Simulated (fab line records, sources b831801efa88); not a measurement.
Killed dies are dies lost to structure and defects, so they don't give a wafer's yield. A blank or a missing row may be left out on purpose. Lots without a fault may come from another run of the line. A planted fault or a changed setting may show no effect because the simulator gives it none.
Chamber matching | flow gf180mcu | GF_V2_CVD_02 on pecvd-01: 3 sister chambers
The step deposits SiO2 from TEOS, target thk 850 nm, time 94.851 s. 3 wafers are shown with their chamber, then 12 later ones without.

WAFERS WITH THEIR CHAMBER
wafer  | chamber | heater_power_w (W)
L092.2 | 1       | 663
L092.3 | 0       | 553
L092.5 | 2       | 778

WAFERS WITHOUT THEIR CHAMBER
wafer  | heater_power_w (W)
L093.1 | 548
L093.2 | 686
L093.6 | 713
L095.1 | 794
L095.2 | 542
L095.3 | 655
L095.4 | 687
L095.5 | 640
L095.6 | 554
L096.2 | 509
L096.3 | 671
L096.6 | 741

WHICH CHAMBER EACH WENT THROUGH
wafer  | from the rows above     | in truth
L093.1 | 0                       | 0
L093.2 | 1                       | 1
L093.6 | can't be placed: 1 or 2 | 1
L095.1 | 2                       | 2
L095.2 | 0                       | 0
L095.3 | 1                       | 1
L095.4 | 1                       | 1
L095.5 | 1                       | 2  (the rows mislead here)
L095.6 | 0                       | 0
L096.2 | 0                       | 0
L096.3 | 1                       | 1
L096.6 | can't be placed: 2 or 1 | 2
Placed correctly: 9 of 12. Can't be placed from these rows: 2 (the true chamber is among the candidates in 2). Placed wrongly: 1.
How it was worked out, from the rows above alone: a wafer's distance from a chamber is the root of the sum, over the readings, of the square of ((its reading less the chamber's mean) divided by the reading's scatter). The wafer belongs to the nearest chamber; if the next one is less than 2 further off, it can't be placed. A chamber's mean is the mean of its shown wafers. The scatter: with one shown wafer a chamber, the root of the mean of the squares of how far each hidden wafer lies from its nearest shown one.
